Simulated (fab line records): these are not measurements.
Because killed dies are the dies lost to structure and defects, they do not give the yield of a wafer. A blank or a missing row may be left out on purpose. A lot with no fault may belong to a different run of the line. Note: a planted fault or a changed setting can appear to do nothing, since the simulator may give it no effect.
Which tool is to blame? :: flow sky130 :: 11 lots with 33 wafers sampled at 8 steps, on a route of 708 steps

WHAT THE GAUGES SHOWED, per wafer
SKY_FIELD_ISO_BOW_MEAS_00.
lot: L301
measured: day 1 10:01
on: film_metro-04
INCOMING_BOW (um): -3 -2 3

lot: L304
measured: day 2 01:00
on: film_metro-03
INCOMING_BOW (um): 1 11 -13

lot: L312
measured: day 3 17:01
on: film_metro-03
INCOMING_BOW (um): 5 6 9

lot: L313
measured: day 3 22:00
on: film_metro-02
INCOMING_BOW (um): 5 1 -1

lot: L315
measured: day 4 08:01
on: film_metro-03
INCOMING_BOW (um): 4 -6 -2

lot: L317
measured: day 4 18:00
on: film_metro-03
INCOMING_BOW (um): 6 -6 8

lot: L319
measured: day 5 04:02
on: film_metro-03
INCOMING_BOW (um): 7 1 6

lot: L320
measured: day 5 09:00
on: film_metro-04
INCOMING_BOW (um): 2 -6 -6

lot: L321
measured: day 5 14:02
on: film_metro-02
INCOMING_BOW (um): -1 1 5

lot: L322
measured: day 5 19:00
on: film_metro-04
INCOMING_BOW (um): 6 1 -7

lot: L324
measured: day 6 05:01
on: film_metro-02
INCOMING_BOW (um): 0 -1 10

SKY_DNWELL_TW_MEAS_09.
lot: L301
measured: day 3 05:31
on: film_metro-02
DNWELL_TW: 1127 1119 1122

lot: L304
measured: day 3 19:24
on: film_metro-02
DNWELL_TW: 1127 1123 1118

lot: L312
measured: day 5 19:04
on: film_metro-02
DNWELL_TW: 1114 1114 1119

lot: L313
measured: day 6 00:33
on: film_metro-02
DNWELL_TW: 1106 1111 1110

lot: L315
measured: day 6 06:46
on: film_metro-01
DNWELL_TW: 1108 1106 1106

lot: L317
measured: day 6 15:45
on: film_metro-01
DNWELL_TW: 1113 1115 1119

lot: L319
measured: day 7 17:17
on: film_metro-01
DNWELL_TW: 1120 1114 1104

lot: L320
measured: day 7 19:51
on: film_metro-01
DNWELL_TW: 1110 1115 1113

lot: L321
measured: day 7 20:31
on: film_metro-02
DNWELL_TW: 1117 1115 1112

lot: L322
measured: day 8 00:25
on: film_metro-01
DNWELL_TW: 1116 1119 1117

lot: L324
measured: day 8 13:40
on: film_metro-01
DNWELL_TW: 1115 1111 1120

SKY_PWDE_TW_MEAS_10.
lot: L301
measured: day 3 21:28
on: film_metro-02
PWDE_TW: 372.1 374.9 373.3

lot: L304
measured: day 4 11:03
on: film_metro-02
PWDE_TW: 375.6 374.6 377.2

lot: L312
measured: day 6 14:01
on: film_metro-01
PWDE_TW: 1013.5 1019.7 1017.6

lot: L313
measured: day 6 18:38
on: film_metro-04
PWDE_TW: 1005.7 1008.0 1012.2

lot: L315
measured: day 7 01:15
on: film_metro-04
PWDE_TW: 376.3 376.9 375.9

lot: L317
measured: day 7 11:11
on: film_metro-04
PWDE_TW: 377.4 378.5 377.6

lot: L319
measured: day 8 13:55
on: film_metro-01
PWDE_TW: 372.1 377.6 377.4

lot: L320
measured: day 8 16:32
on: film_metro-04
PWDE_TW: 374.1 374.4 375.2

lot: L321
measured: day 8 17:07
on: film_metro-01
PWDE_TW: 373.7 375.0 374.9

lot: L322
measured: day 8 21:38
on: film_metro-01
PWDE_TW: 374.5 375.5 375.3

lot: L324
measured: day 9 11:18
on: film_metro-02
PWDE_TW: 377.5 376.7 377.4

SKY_NWELL_TW_MEAS_15.
lot: L301
measured: day 4 13:28
on: film_metro-02
NWELL_TW: 1825 1823 1816

lot: L304
measured: day 5 05:29
on: film_metro-02
NWELL_TW: 1822 1816 1821

lot: L312
measured: day 7 08:52
on: film_metro-02
NWELL_TW: 1918 1915 1910

lot: L313
measured: day 7 14:11
on: film_metro-04
NWELL_TW: 1923 1918 1919

lot: L315
measured: day 7 21:55
on: film_metro-02
NWELL_TW: 1826 1819 1821

lot: L317
measured: day 8 07:59
on: film_metro-02
NWELL_TW: 1808 1815 1811

lot: L319
measured: day 9 12:07
on: film_metro-02
NWELL_TW: 1836 1845 1845

lot: L320
measured: day 9 15:15
on: film_metro-04
NWELL_TW: 1831 1832 1809

lot: L321
measured: day 9 15:28
on: film_metro-01
NWELL_TW: 1812 1814 1806

lot: L322
measured: day 9 20:15
on: film_metro-04
NWELL_TW: 1830 1834 1833

lot: L324
measured: day 10 09:58
on: film_metro-01
NWELL_TW: 1818 1821 1823

SKY_NWELL_OVL_MEAS_23.
lot: L301
measured: day 5 06:07
on: overlay-02
NWELL_01_OVL (nm): -0.1 0.5 -0.1

lot: L304
measured: day 5 23:25
on: overlay-01
NWELL_01_OVL (nm): -2.9 -1.6 -0.9

lot: L312
measured: day 8 04:34
on: overlay-02
NWELL_01_OVL (nm): -0.5 -1.3 -0.3

lot: L313
measured: day 8 09:30
on: overlay-01
NWELL_01_OVL (nm): 0.6 -1.0 -0.9

lot: L315
measured: day 8 18:22
on: overlay-02
NWELL_01_OVL (nm): -0.9 -1.7 -1.5

lot: L317
measured: day 9 05:19
on: overlay-01
NWELL_01_OVL (nm): -0.9 -0.3 -1.4

lot: L319
measured: day 10 10:19
on: overlay-02
NWELL_01_OVL (nm): -1.9 -2.7 -1.6

lot: L320
measured: day 10 14:43
on: overlay-01
NWELL_01_OVL (nm): -1.3 0.3 -1.0

lot: L321
measured: day 10 15:04
on: overlay-02
NWELL_01_OVL (nm): 0.5 0.3 0.2

lot: L322
measured: day 10 18:21
on: overlay-02
NWELL_01_OVL (nm): 0.9 1.7 1.0

lot: L324
measured: day 11 08:52
on: overlay-02
NWELL_01_OVL (nm): 0.4 0.6 0.3

SKY_NWELL_TW_MEAS_26.
lot: L301
measured: day 5 06:25
on: film_metro-04
NWELL_2_TW: 496.4 495.8 497.0

lot: L304
measured: day 5 23:42
on: film_metro-02
NWELL_2_TW: 493.7 492.4 492.8

lot: L312
measured: day 8 04:51
on: film_metro-02
NWELL_2_TW: 1034.9 1042.7 1038.0

lot: L313
measured: day 8 09:47
on: film_metro-01
NWELL_2_TW: 1030.2 1034.7 1035.0

lot: L315
measured: day 8 18:40
on: film_metro-01
NWELL_2_TW: 500.9 499.6 497.1

lot: L317
measured: day 9 05:36
on: film_metro-04
NWELL_2_TW: 495.8 497.4 498.2

lot: L319
measured: day 10 10:37
on: film_metro-01
NWELL_2_TW: 493.5 497.2 494.8

lot: L320
measured: day 10 15:00
on: film_metro-04
NWELL_2_TW: 498.4 499.5 496.5

lot: L321
measured: day 10 15:31
on: film_metro-02
NWELL_2_TW: 496.1 496.7 497.5

lot: L322
measured: day 10 18:38
on: film_metro-04
NWELL_2_TW: 498.2 497.5 500.7

lot: L324
measured: day 11 09:09
on: film_metro-02
NWELL_2_TW: 499.6 500.6 501.8

TOOL THAT RAN EACH LOT (tool first, then ch and the chambers of the sampled wafers, then the start)
lot: L301
SKY_DNWELL_COAT_02: litho_track-01 ch 0, day 2 20:44
SKY_DNWELL_STRIP_08: plasma_asher-04 ch 0,1, day 3 05:25

lot: L304
SKY_DNWELL_COAT_02: litho_track-03 ch 0, day 3 10:31
SKY_DNWELL_STRIP_08: plasma_asher-03 ch 0,1, day 3 19:18

lot: L312
SKY_DNWELL_COAT_02: litho_track-03 ch 0, day 5 09:59
SKY_DNWELL_STRIP_08: plasma_asher-04 ch 0, day 5 18:57

lot: L313
SKY_DNWELL_COAT_02: litho_track-03 ch 0, day 5 14:37
SKY_DNWELL_STRIP_08: plasma_asher-03 ch 0,1, day 6 00:27

lot: L315
SKY_DNWELL_COAT_02: litho_track-02 ch 0, day 5 20:56
SKY_DNWELL_STRIP_08: plasma_asher-04 ch 0,1, day 6 06:40

lot: L317
SKY_DNWELL_COAT_02: litho_track-02 ch 0, day 6 06:24
SKY_DNWELL_STRIP_08: plasma_asher-03 ch 0,1, day 6 15:39

lot: L319
SKY_DNWELL_COAT_02: litho_track-01 ch 0, day 7 06:30
SKY_DNWELL_STRIP_08: plasma_asher-03 ch 0,1, day 7 17:12

lot: L320
SKY_DNWELL_COAT_02: litho_track-02 ch 0, day 7 09:15
SKY_DNWELL_STRIP_08: plasma_asher-04 ch 0, day 7 19:45

lot: L321
SKY_DNWELL_COAT_02: litho_track-01 ch 0, day 7 09:24
SKY_DNWELL_STRIP_08: plasma_asher-01 ch 0,1, day 7 20:26

lot: L322
SKY_DNWELL_COAT_02: litho_track-01 ch 0, day 7 13:51
SKY_DNWELL_STRIP_08: plasma_asher-01 ch 0,1, day 8 00:19

lot: L324
SKY_DNWELL_COAT_02: litho_track-03 ch 0, day 8 02:20
SKY_DNWELL_STRIP_08: plasma_asher-04 ch 0,1, day 8 13:34
- SKY_DNWELL_COAT_02: resist thk 3000 nm.
- SKY_DNWELL_STRIP_08: strips in O2/N2.

AS READ BY THE TOOLS THEMSELVES (means over the sampled wafers that have a number; for cases with no such wafer, the mark the record gives instead)
SKY_DNWELL_COAT_02.
lot: L301
tool: litho_track-01
spin_speed_rpm (rpm): 2001.6

lot: L304
tool: litho_track-03
spin_speed_rpm (rpm): 2001.1

lot: L312
tool: litho_track-03
spin_speed_rpm (rpm): 1999.4

lot: L313
tool: litho_track-03
spin_speed_rpm (rpm): 2001.2

lot: L315
tool: litho_track-02
spin_speed_rpm (rpm): 2000.5

lot: L317
tool: litho_track-02
spin_speed_rpm (rpm): 1998.9

lot: L319
tool: litho_track-01
spin_speed_rpm (rpm): 1999.4

lot: L320
tool: litho_track-02
spin_speed_rpm (rpm): 1999.3

lot: L321
tool: litho_track-01
spin_speed_rpm (rpm): 1999.3

lot: L322
tool: litho_track-01
spin_speed_rpm (rpm): 2000.4

lot: L324
tool: litho_track-03
spin_speed_rpm (rpm): 1999.1

SKY_DNWELL_STRIP_08.
lot: L301
tool: plasma_asher-04
chamber_pressure_mTorr (mTorr): 1498.7
drypump_motor_current_A (A): 6.1
oes_product_au (a.u.): 0.714
strip_time_to_endpoint_s (s): 36.79

lot: L304
tool: plasma_asher-03
chamber_pressure_mTorr (mTorr): 1500.7
drypump_motor_current_A (A): 6.1
oes_product_au (a.u.): 0.718
strip_time_to_endpoint_s (s): 37.03

lot: L312
tool: plasma_asher-04
chamber_pressure_mTorr (mTorr): 1501.0
drypump_motor_current_A (A): 6.8
oes_product_au (a.u.): 0.712
strip_time_to_endpoint_s (s): 17.06

lot: L313
tool: plasma_asher-03
chamber_pressure_mTorr (mTorr): 1499.0
drypump_motor_current_A (A): 6.1
oes_product_au (a.u.): 0.719
strip_time_to_endpoint_s (s): 16.99

lot: L315
tool: plasma_asher-04
chamber_pressure_mTorr (mTorr): 1500.0
drypump_motor_current_A (A): 6.1
oes_product_au (a.u.): 0.718
strip_time_to_endpoint_s (s): 36.76

lot: L317
tool: plasma_asher-03
chamber_pressure_mTorr (mTorr): 1500.1
drypump_motor_current_A (A): 6.1
oes_product_au (a.u.): 0.721
strip_time_to_endpoint_s (s): 36.91

lot: L319
tool: plasma_asher-03
chamber_pressure_mTorr (mTorr): 1499.8
drypump_motor_current_A (A): 6.1
oes_product_au (a.u.): 0.720
strip_time_to_endpoint_s (s): 36.75

lot: L320
tool: plasma_asher-04
chamber_pressure_mTorr (mTorr): 1500.1
drypump_motor_current_A (A): 6.8
oes_product_au (a.u.): 0.724
strip_time_to_endpoint_s (s): 36.93

lot: L321
tool: plasma_asher-01
chamber_pressure_mTorr (mTorr): 1499.6
drypump_motor_current_A (A): 5.1
oes_product_au (a.u.): 0.720
strip_time_to_endpoint_s (s): 36.92

lot: L322
tool: plasma_asher-01
chamber_pressure_mTorr (mTorr): 1499.0
drypump_motor_current_A (A): 5.4
oes_product_au (a.u.): 0.719
strip_time_to_endpoint_s (s): 36.71

lot: L324
tool: plasma_asher-04
chamber_pressure_mTorr (mTorr): 1501.2
drypump_motor_current_A (A): 6.1
oes_product_au (a.u.): 0.722
strip_time_to_endpoint_s (s): 37.14

THE ANSWER, worked out from the rows above alone
Rule: what is usual is taken from the lots themselves. Put in order of their means at a reading, lots are off if they are a third of the lots or fewer, leave a main group of 4 or more, and stand apart from it by a gap of 3 or more times the standard deviation of the main group's means; of several such gaps the widest counts. The tables above print the reading to a certain number of digits; a main group whose means all agree to those digits is not used. Also off: a lot with no number at a reading for which 4 or more lots have one. Where the step has rows for the other lots, those lots are counted as sound. First the gauges in route order, then the tools' own readings, where a lot's mean is used as printed above. The first step at which some lot is off is used, and at that step the reading that is off furthest; a lot without a number counts as furthest.
Off: L312, L313, seen at SKY_PWDE_TW_MEAS_10 (PWDE_TW). For the main group the mean is 375.6 and the standard deviation 1.3.
A tool fits if, at a process step before that reading, it ran every lot that is off, and no sound lot after the first of them. Not tried: the gauges at SKY_PWDE_TW_MEAS_10; whatever is off there is also off at SKY_DNWELL_STRIP_08, on other tools, and gauge error can't account for it. Of those tried, none fits.

WHAT HAD BEEN PUT IN BY THE SIMULATOR
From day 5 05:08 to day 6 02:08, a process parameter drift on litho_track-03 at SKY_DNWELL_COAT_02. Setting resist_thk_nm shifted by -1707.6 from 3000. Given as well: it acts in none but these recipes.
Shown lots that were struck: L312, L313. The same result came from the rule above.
